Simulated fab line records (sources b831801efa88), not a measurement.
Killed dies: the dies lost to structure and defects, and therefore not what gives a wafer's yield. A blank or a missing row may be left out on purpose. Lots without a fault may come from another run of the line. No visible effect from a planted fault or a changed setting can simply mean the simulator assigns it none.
fab line records ; flow sfq_line
record lots=6; wafers=17; last_day=77
route steps=325 shown M4@152 I4@163 JJ@178 M5@206
lots untouched by any fault: they come from a run of this same line in which no faults occurred
start_h: the number of hours between the record's first day and the start of the first shown wafer of the lot ; wait_h: hours elapsed since this lot's preceding step ; " repeats the value in the row above ; L1.1+2: several wafers, shown together as one row ; - value missing, or start not given ; * or withheld: withheld ; < > ~ a bound
route shown NAME@n: names a module that has steps shown in the file, with the first one's number in the route ; usual: the fault-free wafers' mean and standard deviation ; same: alike in all rows ; chamber/n: place in a boat ; sites: the reading at each site ; _std_site: their standard deviation ; _edge_site: the outer-site mean with the inner-site mean subtracted ; radius_mm: how far each site lies from the wafer's centre ; mask NAME#n: copy n ; behind: the most recent tool/chamber to have shaped the wafer ; hold: what put the lot on hold/how long, in hours/how the hold closed ; device: the transistor (n, p or np) that didn't switch ; end of line: at the end of the route, the tests of the same wafers ; for a step that has no rows: nothing shown but its recipe ; killed: dies lost to structure and defects at the first sort, not the wafer's yield ; map: a wafer's dies, x killed, . not, _ none there
set.NAME: the setting as run; set.NAME@STEP: as run at that earlier step ; model.NAME: the simulator's own value behind a step, which no gauge read
lots at some steps of the route; a table a step, a row a wafer
services: the hour from which a tool's chamber was out of use, counted from the record's first day as start_h (under 0 if before that day), plus the number of hours and why
## steps
# step SFQ_TRILAYER_M4_LITHO_COAT_098
# recipe resist=BARC; spin_rpm=3000; resist_thk_nm=62
# step SFQ_TRILAYER_M4_LITHO_COAT_093
# recipe resist=KrF; spin_rpm=3000; resist_thk_nm=600
# step SFQ_TRILAYER_M4_LITHO_SOFTBAKE_097
# recipe temp_c=withheld; time_s=withheld; resist=KrF
# step SFQ_TRILAYER_M4_LITHO_EXPOSE_094
# recipe mask_id=M4; na=0.6; source_shape=conventional; sigma_outer=0.65; target_cd_nm=500; dose_mj=14.4
# step SFQ_TRILAYER_M4_LITHO_PEB_096
# recipe peb_temp_c=115; peb_time_s=60; resist=KrF
# step SFQ_TRILAYER_M4_LITHO_DEVELOP_095
# recipe time_s=60; resist=KrF
# step SFQ_M4_OVL_MEAS_926
# usual M4_OVL=1/5.8
lot.wafer;tool;chamber;start_h;wait_h;M4_OVL[nm]
L887.1;overlay-02;-;800.90;0.1;6
L887.3;overlay-02;-;800.90;0.1;7
L887.5;overlay-02;-;800.90;0.1;-3
L894.1;overlay-01;-;832.91;0.1;-11
L894.2;overlay-01;-;832.91;0.1;-8
L894.6;overlay-01;-;832.91;0.1;-5
L897.3;overlay-02;-;854.23;0.1;-4
L897.4;overlay-02;-;854.23;0.1;0
L897.5;overlay-02;-;854.23;0.1;-1
L900.2;overlay-02;-;875.82;0.1;-7
L900.4;overlay-02;-;875.82;0.1;-4
L905.3;overlay-01;-;907.03;0.1;2
L905.4;overlay-01;-;907.03;0.1;-9
L905.6;overlay-01;-;907.03;0.1;0
L908.1;overlay-02;-;920.22;0.1;-1
L908.2;overlay-02;-;920.22;0.1;1
L908.3;overlay-02;-;920.22;0.1;-2
# step SFQ_TRILAYER_M4_BARC_OPEN_METAL_ETCH_123
# recipe mask_material=PR; chemistry=O2; target_depth_nm=125; target=BARC; icp_w=600; bias_w=80; pressure_mtorr=10; time_s=41.7
# step SFQ_TRILAYER_M4_ETCH_METAL_ETCH_096
# recipe target=Nb; stop_on=SiO2; mask_material=PR; chemistry=Cl2/Ar; target_depth_nm=240; icp_w=600; bias_w=80; pressure_mtorr=10; time_s=120
# usual bias_w=80.02/0.23; drypump_motor_current_A=5.8/0.38; oes_product_au=0.892/0.0081
lot.wafer;tool;chamber;start_h;wait_h;bias_w;drypump_motor_current_A;oes_product_au;rf_hours_counter_h
L887.1;rie_metal-01;1;801.00;0.0;79.98;5.8;0.900;119
L887.3;rie_metal-01;1;801.00;0.0;79.80;5.9;0.891;-
L887.5;rie_metal-01;1;801.00;0.0;79.74;5.9;0.905;-
L894.1;rie_metal-02;0;833.00;0.0;80.09;6.3;0.867;105
L894.2;rie_metal-02;1;833.00;0.0;79.84;5.6;0.883;124
L894.6;rie_metal-02;0;833.00;0.0;80.29;6.3;0.887;-
L897.3;rie_metal-04;1;854.35;0.1;79.79;5.8;0.903;-
L897.4;rie_metal-04;0;854.35;0.1;80.00;6.0;0.900;-
L897.5;rie_metal-04;1;854.35;0.1;79.98;5.8;0.897;-
L900.2;rie_metal-02;1;875.91;0.0;79.97;5.6;0.893;132
L900.4;rie_metal-02;0;875.91;0.0;80.23;6.3;0.880;-
L905.3;rie_metal-04;0;907.15;0.1;80.05;6.0;0.887;-
L905.4;rie_metal-04;1;907.15;0.1;80.01;5.8;0.880;-
L905.6;rie_metal-04;1;907.15;0.1;79.99;5.8;0.888;-
L908.1;rie_metal-01;0;920.31;0.0;80.12;5.0;0.886;155
L908.2;rie_metal-01;1;920.31;0.0;79.66;5.8;0.879;140
L908.3;rie_metal-01;0;920.31;0.0;79.80;5.0;0.869;-
# step SFQ_TRILAYER_M4_STRIP_STRIP_097
# recipe gas=O2; power_w=200; platen_temp_c=40; overash_fraction=0.65; chemistry=O2; pressure_mtorr=50
# step SFQ_TRILAYER_M4_STRIP_SOLV_CLEAN_098
# recipe chemistry=NMP; temp_c=70; time_s=600
# step SFQ_TRILAYER_I4_DEP_PECVD_099
# recipe material=SiO2; temp_c=150; time_s=111.11; pressure_torr=2.4; rf_w=183.3; precursor=SiH4/N2O; target_thk_nm=500
# usual heater_power_w=81/11; throttle_valve_pct=25.4/1.3
lot.wafer;tool;chamber;start_h;wait_h;heater_power_w;throttle_valve_pct
L887.1;pecvd-01;0;801.91;0.0;69;27.2
L887.3;pecvd-01;0;801.91;0.0;73;27.2
L887.5;pecvd-01;0;801.91;0.0;76;27.4
L894.1;pecvd-01;1;833.90;0.0;86;26.8
L894.2;pecvd-01;2;833.90;0.0;81;24.7
L894.6;pecvd-01;2;833.90;0.0;83;24.5
L897.3;pecvd-03;2;855.21;0.0;80;24.6
L897.4;pecvd-03;1;855.21;0.0;90;24.1
L897.5;pecvd-03;0;855.21;0.0;94;24.9
L900.2;pecvd-01;0;876.81;0.0;71;27.0
L900.4;pecvd-01;1;876.81;0.0;89;27.2
L905.3;pecvd-01;0;908.03;0.0;81;27.2
L905.4;pecvd-01;2;908.03;0.0;80;24.5
L905.6;pecvd-01;1;908.03;0.0;93;27.3
L908.1;pecvd-04;2;921.21;0.0;84;24.6
L908.2;pecvd-04;0;921.21;0.0;65;24.1
L908.3;pecvd-04;1;921.21;0.0;67;25.3
# step SFQ_TRILAYER_I4_CMP_CMP_100
# recipe material=SiO2; down_force_psi=3; platen_rpm=60; pad_velocity_m_s=0.94248
# usual motor_current_A=9.8/0.7; time_to_endpoint_s=217/9.5
lot.wafer;tool;chamber;start_h;wait_h;motor_current_A;time_to_endpoint_s;model.SiO2_of_TRILAYER_I4_DEP_PECVD_099.thk_nm
L887.1;cmp-01;1;844.40;42.4;9.4;205;199.8
L887.3;cmp-01;2;844.40;42.4;10.2;223;203.1
L887.5;cmp-01;1;846.40;44.4;9.4;215;200.7
L894.1;cmp-02;3;882.08;48.1;11.5;207;199.6
L894.2;cmp-02;0;882.08;48.1;10.1;212;200.3
L894.6;cmp-02;2;883.58;49.6;9.7;221;200.9
L897.4;cmp-02;2;900.08;44.8;10.4;250;202.8
L897.3;cmp-02;3;900.08;44.8;11.5;222;200.3
L897.5;cmp-02;2;902.08;46.8;10.3;267;151.6
L900.2;cmp-02;3;921.58;44.7;11.2;246;150.7
L900.4;cmp-02;0;921.58;44.7;9.7;228;201.9
L905.4;cmp-01;3;958.40;50.3;9.3;210;198.7
L905.3;cmp-01;0;958.40;50.3;9.9;211;201
L905.6;cmp-01;3;960.40;52.3;9.8;214;200.9
L908.2;cmp-01;0;975.81;54.6;9.9;225;201
L908.3;cmp-01;1;975.81;54.6;9.5;211;199.5
L908.1;cmp-01;3;977.31;56.1;9.6;210;200.1
# step SFQ_I4_BOW_MEAS_927
# recipe mode=bow
# usual I4_BOW=2/9.9
lot.wafer;tool;chamber;start_h;wait_h;I4_BOW[um]
L887.1;film_metro-04;-;846.90;2.0;18
L887.3;film_metro-04;-;846.90;2.0;17
L887.5;film_metro-04;-;846.90;2.0;10
L894.1;film_metro-04;-;884.58;2.0;5
L894.2;film_metro-04;-;884.58;2.0;9
L894.6;film_metro-04;-;884.58;2.0;8
L897.3;film_metro-04;-;902.62;1.5;9
L897.4;film_metro-04;-;902.62;1.5;4
L897.5;film_metro-04;-;902.62;1.5;7
L900.2;film_metro-02;-;924.60;2.5;-3
L900.4;film_metro-02;-;924.60;2.5;-14
L905.3;film_metro-01;-;960.94;1.5;10
L905.4;film_metro-01;-;960.94;1.5;7
L905.6;film_metro-01;-;960.94;1.5;9
L908.1;film_metro-02;-;978.81;1.0;11
L908.2;film_metro-02;-;978.81;1.0;-7
L908.3;film_metro-02;-;978.81;1.0;16
# step SFQ_TRILAYER_I4_METRO_MEASURE_101
# usual thk_nm=200.1/1.4
lot.wafer;tool;chamber;start_h;wait_h;thk_nm
L887.1;film_metro-04;-;847.02;0.1;199.7
L887.3;film_metro-04;-;847.02;0.1;203.0
L887.5;film_metro-04;-;847.02;0.1;200.6
L894.1;film_metro-04;-;884.70;0.1;199.6
L894.2;film_metro-04;-;884.70;0.1;200.3
L894.6;film_metro-04;-;884.70;0.1;200.9
L897.3;film_metro-04;-;903.10;0.5;200.2
L897.4;film_metro-04;-;903.10;0.5;202.7
L897.5;film_metro-04;-;903.10;0.5;151.5
L900.2;film_metro-02;-;924.90;0.3;150.7
L900.4;film_metro-02;-;924.90;0.3;202.0
L905.3;film_metro-01;-;961.42;0.5;200.9
L905.4;film_metro-01;-;961.42;0.5;199.0
L905.6;film_metro-01;-;961.42;0.5;200.9
L908.1;film_metro-02;-;978.93;0.1;200.1
L908.2;film_metro-02;-;978.93;0.1;200.9
L908.3;film_metro-02;-;978.93;0.1;199.4
# step SFQ_TRILAYER_I4_VIA_LITHO_COAT_108
# recipe resist=BARC; spin_rpm=3000; resist_thk_nm=62
# step SFQ_TRILAYER_I4_VIA_LITHO_COAT_103
# recipe resist=KrF; spin_rpm=3000; resist_thk_nm=650
# step SFQ_TRILAYER_I4_VIA_LITHO_SOFTBAKE_107
# recipe temp_c=withheld; time_s=withheld; resist=KrF
# step SFQ_TRILAYER_I4_VIA_LITHO_EXPOSE_104
# recipe mask_id=I4; na=0.6; source_shape=conventional; sigma_outer=0.65; target_cd_nm=700; dose_mj=21.3
# step SFQ_TRILAYER_I4_VIA_LITHO_PEB_106
# recipe peb_temp_c=115; peb_time_s=60; resist=KrF
# step SFQ_TRILAYER_I4_VIA_LITHO_DEVELOP_105
# recipe time_s=60; resist=KrF
# step SFQ_I4_OVL_MEAS_928
# usual I4_OVL=-4/5.5
lot.wafer;tool;chamber;start_h;wait_h;I4_OVL[nm]
L887.1;overlay-01;-;935.17;0.1;-1
L887.3;overlay-01;-;935.17;0.1;-1
L887.5;overlay-01;-;935.17;0.1;-4
L894.1;overlay-02;-;977.07;0.1;-2
L894.2;overlay-02;-;977.07;0.1;-8
L894.6;overlay-02;-;977.07;0.1;-10
L897.3;overlay-01;-;998.64;0.1;0
L897.4;overlay-01;-;998.64;0.1;-1
L897.5;overlay-01;-;998.64;0.1;-3
L900.2;overlay-01;-;1042.55;0.1;-3
L900.4;overlay-01;-;1042.55;0.1;-4
L905.3;overlay-01;-;1077.36;0.1;10
L905.4;overlay-01;-;1077.36;0.1;6
L905.6;overlay-01;-;1077.36;0.1;9
L908.1;overlay-02;-;1094.90;0.1;-6
L908.2;overlay-02;-;1094.90;0.1;-7
L908.3;overlay-02;-;1094.90;0.1;-5
# step SFQ_TRILAYER_I4_VIA_BARC_OPEN_VIA_ETCH_146
# recipe mask_material=PR; chemistry=O2; target_depth_nm=125; target=BARC; source_w=500; bias_w=80; pressure_mtorr=30; time_s=41.7
# step SFQ_TRILAYER_I4_VIA_ETCH_VIA_ETCH_106
# recipe target=SiO2; stop_on=Nb; mask_material=PR; taper_deg=20; chemistry=CHF3; target_depth_nm=260; source_w=500; bias_w=80; pressure_mtorr=30; time_s=withheld
# usual bias_w=80.00/0.24; drypump_motor_current_A=5.8/0.34; oes_product_au=0.854/0.0054
lot.wafer;tool;chamber;start_h;wait_h;bias_w;drypump_motor_current_A;oes_product_au;model.I4.feature_depth_nm;model.etch.depth_nm
L887.1;rie_diel-02;3;935.25;0.0;79.77;5.8;0.862;199.8;199.8
L887.3;rie_diel-02;0;935.25;0.0;80.53;6.0;0.856;203.1;203.1
L887.5;rie_diel-02;3;935.25;0.0;79.78;5.8;0.845;200.7;200.7
L894.1;rie_diel-01;0;977.15;0.0;79.48;4.8;0.850;199.6;199.6
L894.2;rie_diel-01;2;977.15;0.0;79.95;6.1;0.858;200.3;200.3
L894.6;rie_diel-01;1;977.15;0.0;80.38;5.9;0.855;200.9;200.9
L897.3;rie_diel-04;2;998.71;0.0;79.79;5.9;0.859;200.3;200.3
L897.4;rie_diel-04;1;998.71;0.0;79.82;5.8;0.864;202.8;202.8
L897.5;rie_diel-04;0;998.71;0.0;80.00;5.7;0.746;151.6;151.6
L900.2;rie_diel-04;0;1042.62;0.0;79.69;5.7;0.736;150.7;150.7
L900.4;rie_diel-04;3;1042.62;0.0;79.55;5.8;0.863;201.9;201.9
L905.3;rie_diel-02;2;1077.42;0.0;80.25;6.2;0.853;201;201
L905.4;rie_diel-02;1;1077.42;0.0;80.03;6.1;0.846;198.7;198.7
L905.6;rie_diel-02;0;1077.42;0.0;80.06;6.0;0.855;200.9;200.9
L908.1;rie_diel-01;3;1094.97;0.0;79.70;5.7;0.850;200.1;200.1
L908.2;rie_diel-01;0;1094.97;0.0;79.85;4.8;0.854;201;201
L908.3;rie_diel-01;1;1094.97;0.0;80.10;5.9;0.856;199.5;199.5
# step SFQ_TRILAYER_I4_VIA_STRIP_STRIP_107
# recipe gas=O2; power_w=200; platen_temp_c=40; overash_fraction=0.65; chemistry=O2; pressure_mtorr=50
# step SFQ_TRILAYER_I4_VIA_STRIP_SOLV_CLEAN_108
# recipe chemistry=NMP; temp_c=70; time_s=600
# step SFQ_TRILAYER_JJ_TRILAYER_DEP_PRE_CLEAN_113
# recipe gas=Ar; time_s=22.5; bias_v=250
# step SFQ_TRILAYER_JJ_TRILAYER_DEP_SPUTTER_109
# recipe material=Nb; base_pressure_pa=1.33e-06; chamber_pressure_pa=0.1333; substrate_temp_c=20; target_thk_nm=150; power_w=2000; time_s=100
# step SFQ_TRILAYER_JJ_TRILAYER_DEP_SPUTTER_110
# recipe material=Al; base_pressure_pa=1.33e-06; target_thk_nm=8; power_w=500; time_s=10; chamber_pressure_pa=0.4
# step SFQ_TRILAYER_JJ_TRILAYER_DEP_AL_OXIDATION_111
# recipe pressure_mbar=0.014667; oxidation_time_s=600; temperature_k=293
# step SFQ_TRILAYER_JJ_TRILAYER_DEP_SPUTTER_112
# recipe material=Nb; base_pressure_pa=1.33e-06; chamber_pressure_pa=0.1333; substrate_temp_c=20; target_thk_nm=170; power_w=2000; time_s=113.3
# usual throttle_valve_pct=30.0/0.79
lot.wafer;tool;chamber;start_h;wait_h;throttle_valve_pct
L887.1;pvd_sputter-03;-;937.40;0.6;29.5
L887.3;pvd_sputter-03;-;937.40;0.6;29.8
L887.5;pvd_sputter-03;-;937.40;0.6;29.3
L894.1;pvd_sputter-04;-;979.34;0.5;29.1
L894.2;pvd_sputter-04;-;979.34;0.5;31.4
L894.6;pvd_sputter-04;-;979.34;0.5;31.4
L897.3;pvd_sputter-03;-;1000.72;0.5;29.8
L897.4;pvd_sputter-03;-;1000.72;0.5;30.0
L897.5;pvd_sputter-03;-;1000.72;0.5;29.7
L900.2;pvd_sputter-03;-;1045.01;0.5;30.0
L900.4;pvd_sputter-03;-;1045.01;0.5;30.1
L905.3;pvd_sputter-06;-;1080.05;0.5;28.8
L905.4;pvd_sputter-06;-;1080.05;0.5;31.1
L905.6;pvd_sputter-06;-;1080.05;0.5;30.6
L908.1;pvd_sputter-06;-;1097.00;0.5;29.4
L908.2;pvd_sputter-06;-;1097.00;0.5;29.1
L908.3;pvd_sputter-06;-;1097.00;0.5;31.0
# step SFQ_JJ_RS_MEAS_929
# recipe thk_meas_gauge=four-point-probe; reads=Nb_of_TRILAYER_JJ_TRILAYER_DEP_SPUTTER_112
# usual JJ_NB_RS=1.051/0.013
lot.wafer;tool;chamber;start_h;wait_h;JJ_NB_RS[ohm/sq]
L887.1;film_metro-02;-;937.49;0.0;1.061
L887.3;film_metro-02;-;937.49;0.0;1.079
L887.5;film_metro-02;-;937.49;0.0;1.077
L894.1;film_metro-03;-;979.55;0.2;1.038
L894.2;film_metro-03;-;979.55;0.2;1.063
L894.6;film_metro-03;-;979.55;0.2;1.057
L897.3;film_metro-02;-;1000.84;0.1;1.043
L897.4;film_metro-02;-;1000.84;0.1;1.041
L897.5;film_metro-02;-;1000.84;0.1;1.049
L900.2;film_metro-01;-;1045.11;0.1;1.091
L900.4;film_metro-01;-;1045.11;0.1;1.049
L905.3;film_metro-03;-;1080.17;0.1;1.059
L905.4;film_metro-03;-;1080.17;0.1;1.067
L905.6;film_metro-03;-;1080.17;0.1;1.049
L908.1;film_metro-01;-;1097.08;0.0;1.046
L908.2;film_metro-01;-;1097.08;0.0;1.044
L908.3;film_metro-01;-;1097.08;0.0;1.046
# step SFQ_TRILAYER_JJ_CE_LITHO_COAT_119
# recipe resist=BARC; spin_rpm=3000; resist_thk_nm=62
# step SFQ_TRILAYER_JJ_CE_LITHO_COAT_114
# recipe resist=KrF; spin_rpm=3000; resist_thk_nm=600
# step SFQ_TRILAYER_JJ_CE_LITHO_SOFTBAKE_118
# recipe temp_c=withheld; time_s=withheld; resist=KrF
# step SFQ_TRILAYER_JJ_CE_LITHO_EXPOSE_115
# recipe mask_id=J5; na=0.6; source_shape=conventional; sigma_outer=0.65; target_cd_nm=700; dose_mj=14.4
# step SFQ_TRILAYER_JJ_CE_LITHO_PEB_117
# recipe peb_temp_c=115; peb_time_s=60; resist=KrF
# step SFQ_TRILAYER_JJ_CE_LITHO_DEVELOP_116
# recipe time_s=60; resist=KrF
# step SFQ_JJ_OVL_MEAS_931
# usual J5_OVL=-1/4.9
lot.wafer;tool;chamber;start_h;wait_h;J5_OVL[nm]
L887.1;overlay-02;-;969.42;0.1;-7
L887.3;overlay-02;-;969.42;0.1;-9
L887.5;overlay-02;-;969.42;0.1;-8
L894.1;overlay-02;-;1013.62;0.1;1
L894.2;overlay-02;-;1013.62;0.1;6
L894.6;overlay-02;-;1013.62;0.1;-2
L897.3;overlay-02;-;1042.46;0.1;8
L897.4;overlay-02;-;1042.46;0.1;-3
L897.5;overlay-02;-;1042.46;0.1;3
L900.2;overlay-02;-;1071.25;0.1;-5
L900.4;overlay-02;-;1071.25;0.1;0
L905.3;overlay-01;-;1106.10;0.1;5
L905.4;overlay-01;-;1106.10;0.1;-6
L905.6;overlay-01;-;1106.10;0.1;-1
L908.1;overlay-02;-;1122.88;0.1;-6
L908.2;overlay-02;-;1122.88;0.1;-7
L908.3;overlay-02;-;1122.88;0.1;-10
# step SFQ_TRILAYER_JJ_CE_METRO_MEASURE_117
# usual cd_nm=700.0/1.5
lot.wafer;tool;chamber;start_h;wait_h;cd_nm
L887.1;cd_sem-02;-;969.45;0.0;699.2
L887.3;cd_sem-02;-;969.45;0.0;699.8
L887.5;cd_sem-02;-;969.45;0.0;699.3
L894.1;cd_sem-01;-;1013.65;0.0;698.9
L894.2;cd_sem-01;-;1013.65;0.0;698.2
L894.6;cd_sem-01;-;1013.65;0.0;698.5
L897.3;cd_sem-02;-;1042.88;0.4;702.2
L897.4;cd_sem-02;-;1042.88;0.4;703.4
L897.5;cd_sem-02;-;1042.88;0.4;700.9
L900.2;cd_sem-01;-;1071.48;0.2;698.4
L900.4;cd_sem-01;-;1071.48;0.2;699.0
L905.3;cd_sem-02;-;1106.52;0.4;699.0
L905.4;cd_sem-02;-;1106.52;0.4;698.3
L905.6;cd_sem-02;-;1106.52;0.4;697.3
L908.1;cd_sem-01;-;1122.92;0.0;699.0
L908.2;cd_sem-01;-;1122.92;0.0;699.1
L908.3;cd_sem-01;-;1122.92;0.0;699.3
# step SFQ_TRILAYER_JJ_CE_BARC_OPEN_RIE_150
# recipe mask_material=PR; chemistry=O2; target_depth_nm=240; target=BARC; icp_w=600; bias_w=80; pressure_mtorr=10; time_s=80
# usual bias_w=79.96/0.26; drypump_motor_current_A=5.7/0.42; oes_product_au=0.538/0.0048
lot.wafer;tool;chamber;start_h;wait_h;bias_w;drypump_motor_current_A;oes_product_au;rf_hours_counter_h
L887.1;rie_metal-04;0;970.65;1.0;79.95;6.0;0.537;82
L887.3;rie_metal-04;0;970.65;1.0;79.93;6.0;0.537;-
L887.5;rie_metal-04;0;970.65;1.0;79.71;6.0;0.534;-
L894.1;rie_metal-03;0;1014.85;1.0;80.28;5.1;0.535;90
L894.2;rie_metal-03;1;1014.85;1.0;80.32;5.3;0.528;80
L894.6;rie_metal-03;1;1014.85;1.0;80.71;5.3;0.535;-
L897.3;rie_metal-02;0;1043.71;0.6;79.90;6.3;0.531;-
L897.4;rie_metal-02;1;1043.71;0.6;79.73;5.6;0.546;-
L897.5;rie_metal-02;1;1043.71;0.6;79.66;5.6;0.547;-
L900.2;rie_metal-04;0;1072.48;0.8;80.32;6.0;0.534;98
L900.4;rie_metal-04;1;1072.48;0.8;80.02;5.8;0.549;-
L905.3;rie_metal-02;1;1107.35;0.6;80.30;5.6;0.541;-
L905.4;rie_metal-02;0;1107.35;0.6;79.71;6.4;0.538;-
L905.6;rie_metal-02;0;1107.35;0.6;79.76;6.3;0.537;-
L908.1;rie_metal-04;0;1124.12;1.0;79.75;6.0;0.538;107
L908.2;rie_metal-04;1;1124.12;1.0;80.10;5.8;0.530;90
L908.3;rie_metal-04;1;1124.12;1.0;80.04;5.8;0.536;-
# step SFQ_TRILAYER_M5_ETCH_METAL_ETCH_126
# recipe target=Nb; stop_on=SiO2; mask_material=PR; over_etch_frac=0.15; time_s=203.2; chemistry=Cl2/BCl3; target_depth_nm=265; icp_w=600; bias_w=80; pressure_mtorr=10
# usual bias_w=80.01/0.22; drypump_motor_current_A=5.4/0.41; oes_product_au=0.726/0.0062
lot.wafer;tool;chamber;start_h;wait_h;bias_w;drypump_motor_current_A;oes_product_au;rf_hours_counter_h;model.SiO2_of_TRILAYER_I4_DEP_PECVD_099.thk_nm
L887.1;rie_metal-01;0;1087.10;0.1;79.96;5.0;0.722;13;180
L887.3;rie_metal-01;0;1087.10;0.1;80.09;5.0;0.735;-;183.5
L887.5;rie_metal-01;0;1087.10;0.1;79.64;5.0;0.733;-;181
L894.1;rie_metal-01;0;1129.59;0.0;80.34;5.0;0.735;23;180
L894.2;rie_metal-01;1;1129.59;0.0;80.07;5.8;0.742;8;180.9
L894.6;rie_metal-01;0;1129.59;0.0;80.22;5.0;0.736;-;181.4
L897.3;rie_metal-01;1;1151.36;0.1;80.16;5.8;0.720;-;180.6
L897.4;rie_metal-01;0;1151.36;0.1;80.10;5.0;0.728;-;182.9
L897.5;rie_metal-01;1;1151.36;0.1;79.95;5.8;0.725;-;132.1
L900.2;rie_metal-01;1;1177.69;0.0;80.27;5.8;0.719;18;131
L900.4;rie_metal-01;0;1177.69;0.0;79.70;5.0;0.723;-;182.2
L905.3;rie_metal-01;0;1208.96;0.1;80.02;5.0;0.727;-;181.3
L905.4;rie_metal-01;1;1208.96;0.1;79.87;5.8;0.724;-;179.2
L905.6;rie_metal-01;1;1208.96;0.1;79.99;5.8;0.732;-;181.3
L908.1;rie_metal-03;1;1225.69;0.0;80.22;5.3;0.726;119;180.3
L908.2;rie_metal-03;0;1225.69;0.0;80.19;5.1;0.721;128;180.8
L908.3;rie_metal-03;0;1225.69;0.0;80.04;5.1;0.725;-;179.4
## services
tool;chamber;start_h;hours;kind
cd_sem-02;-;777.64;0.8;pm
cmp-01;-;779.07;0.5;repair
pecvd-01;2;790.21;14.6;repair
cmp-01;-;799.34;7.8;repair
film_metro-04;-;804.47;2.2;pm
cmp-01;-;816.11;6.8;pm
pecvd-01;2;828.93;3.9;repair
film_metro-04;-;891.36;0.6;pm
rie_metal-04;0;894.63;3.3;repair
rie_metal-04;1;898.53;3.0;repair
cd_sem-02;-;904.41;2.9;pm
cd_sem-02;-;958.42;2.3;pm
cmp-01;-;963.90;5.9;pm
cd_sem-02;-;970.81;1.0;pm
cd_sem-02;-;988.65;0.5;pm
film_metro-04;-;996.24;0.5;pm
film_metro-04;-;1026.40;0.9;pm
cmp-01;-;1039.48;3.4;repair
pecvd-01;2;1056.96;16.7;repair
pecvd-01;0;1113.86;17.3;repair
rie_metal-02;-;1132.49;1.4;repair
pecvd-01;-;1169.62;2.8;pm
rie_metal-02;-;1195.87;4.3;pm
rie_metal-02;0;1201.50;5.2;repair
## key
first_sign step=SFQ_TRILAYER_I4_CMP_CMP_100; reading=time_to_endpoint_s; direction=up; sigmas=4.2; usual=*; struck=*
effect step=SFQ_TRILAYER_I4_METRO_MEASURE_101; reading=thk_nm; direction=down; sigmas=34; usual=200.1; struck=151.1
effect step=SFQ_TRILAYER_I4_VIA_ETCH_VIA_ETCH_106; reading=oes_product_au; direction=down; sigmas=21; usual=0.854; struck=0.741
model_effect step=SFQ_TRILAYER_I4_CMP_CMP_100; value=SiO2_of_TRILAYER_I4_DEP_PECVD_099.thk_nm; without=201.2; struck=151.2
model_effect step=SFQ_TRILAYER_I4_VIA_ETCH_VIA_ETCH_106; value=I4.feature_depth_nm; without=201.2; struck=151.2
model_effect step=SFQ_TRILAYER_M5_ETCH_METAL_ETCH_126; value=SiO2_of_TRILAYER_I4_DEP_PECVD_099.thk_nm; without=181.5; struck=131.5
met_at SFQ_TRILAYER_I4_CMP_CMP_100
struck_wafers L897.5,L900.2
onset_between 882.08 900.08
fault kind=process_parameter_drift; tool=cmp-02; chamber=-; onset_h=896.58; steps=SFQ_TRILAYER_I4_CMP_CMP_100; channel=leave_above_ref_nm; offset=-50; shape=step; end_h=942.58; scope=struck_wafers_only; acts_in=these_recipes_only; stated=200
